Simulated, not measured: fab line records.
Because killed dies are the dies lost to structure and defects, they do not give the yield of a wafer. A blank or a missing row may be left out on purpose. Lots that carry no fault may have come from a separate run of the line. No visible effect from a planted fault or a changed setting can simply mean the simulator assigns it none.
Code-filled problem report in 8D (eight disciplines) form :: flow gf180mcu :: the parts of the form that need people (team, actions taken, sign-off) are left out

## 1. THE PROBLEM
Wafers free of any fault read 0.1601 ohm/sq (standard deviation 0.0024) for MIM_ALCU_RS at GF_MIM_RS_MEAS_10, against a mean of 0.2543 ohm/sq on 2 wafers of 2 lots. That is +39 standard deviations from the usual mean.
The step: measures by four-point-probe.
The first sign was on wafer L722.6 at day 27 08:40, on film_metro-01. The record has a number at this step for 30 wafers belonging to 10 lots. By rule, "out" or "out of limits" means more than 4 standard deviations away from the usual mean. All remaining wafers that have a number are taken as sound.

## 2. WHAT IT IS, AND WHAT IT ISN'T
question: which readings at this step
is: MIM_ALCU_RS
is not: -

question: which lots
is: L722, L726
is not: L715, L717, L719, L731, L732, L735, L737, L738

question: which wafers of those lots
is: L722.6, L726.6
is not: L722.1, L722.3, L726.4, L726.5

question: read on which gauges
is: film_metro-01
is not: film_metro-02, film_metro-03

question: when
is: from day 27 08:40
is not: up to then (11 sound wafers); but 17 sound wafers of L726, L731, L732, L735, L737, L738 came after

## 3. SUSPECTS, AND WHAT RULES EACH OUT
Counting: any tool at a process step up to the reading remains a suspect provided it ran every lot that is out. Sound lots after the first of them don't rule it out here, since some wafers of a struck lot are sound.
- the gauge at GF_MIM_RS_MEAS_10 has been ruled out. All the wafers that are out were read on film_metro-01, but those of them that GF_MIM_METAL_ETCH_19 has rows for are out there too, on other tools.
- plasma_asher-03 at GF_V4_STRIP_18 (strips in O2/N2): kept. It ran every lot that is out, first L722 (day 27 07:01).
- pvd_sputter-01 at GF_MIM_SPUTTER_08 (material AlCu, target thk 200 nm, time 10.6 s): kept. Ran every lot that is out, first one L722 (day 27 08:37); last sound lot up to then L717 (day 25 11:11).
The count leaves pvd_sputter-01 at GF_MIM_SPUTTER_08 and plasma_asher-03 at GF_V4_STRIP_18.

## 4. THE CAUSE (what the simulator had put in)
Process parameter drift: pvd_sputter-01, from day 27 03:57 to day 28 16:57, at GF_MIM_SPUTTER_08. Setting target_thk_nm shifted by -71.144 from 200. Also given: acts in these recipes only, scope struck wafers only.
Counting leaves 2 suspects; this tool is one of them.

## 5. SEQUENCE OF EFFECTS, ordered by route
Each row: a reading where the mean over the struck wafers with a number is more than 3 standard deviations away from the usual. Scope: only readings with a usual standard deviation given in the record; hours: median across lots of the time from each lot's start at the first step in this table that gives one to its start at this step; sigmas: change in usual standard deviations.
hours: 0
step: GF_MIM_RS_MEAS_10
reading: MIM_ALCU_RS
usual: 0.1601 ohm/sq
on struck wafers: 0.2543
change: +0.0942
sigmas: +39

hours: 5
step: GF_MIM_THK_MEAS_11
reading: MIM_ALCU_THK
usual: 200 nm
on struck wafers: 129
change: -71
sigmas: -24

hours: 19
step: GF_MIM_METAL_ETCH_19
reading: oes_product_au
usual: 0.942 a.u.
on struck wafers: 0.798
change: -0.144
sigmas: -21

hours: 19
step: GF_MIM_METAL_ETCH_19
reading: throttle_valve_pct
usual: 28.284 %
on struck wafers: 28.438
change: +0.154
sigmas: +14
Its process steps:
- GF_MIM_METAL_ETCH_19: etches the open film in Cl2/BCl3, stops on Si3N4, target depth 324.5 nm, time 54.1 s.

## 6. WHAT WOULD HAVE CAUGHT IT SOONER
Counted from the fault's start at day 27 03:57, it took 5 hours until the first out-of-limits reading at a measuring or inspecting step in this record, taken at day 27 08:40.
Of the tool readings at GF_MIM_SPUTTER_08 for which the record gives a usual standard deviation, none was out on any struck wafer, so an alarm limit of 4 standard deviations on them would not have fired.
Among the 2 lots that are out, L726 began GF_MIM_SPUTTER_08 on pvd_sputter-01 after day 27 08:40. It would have been spared by a hold on the tool at that moment.
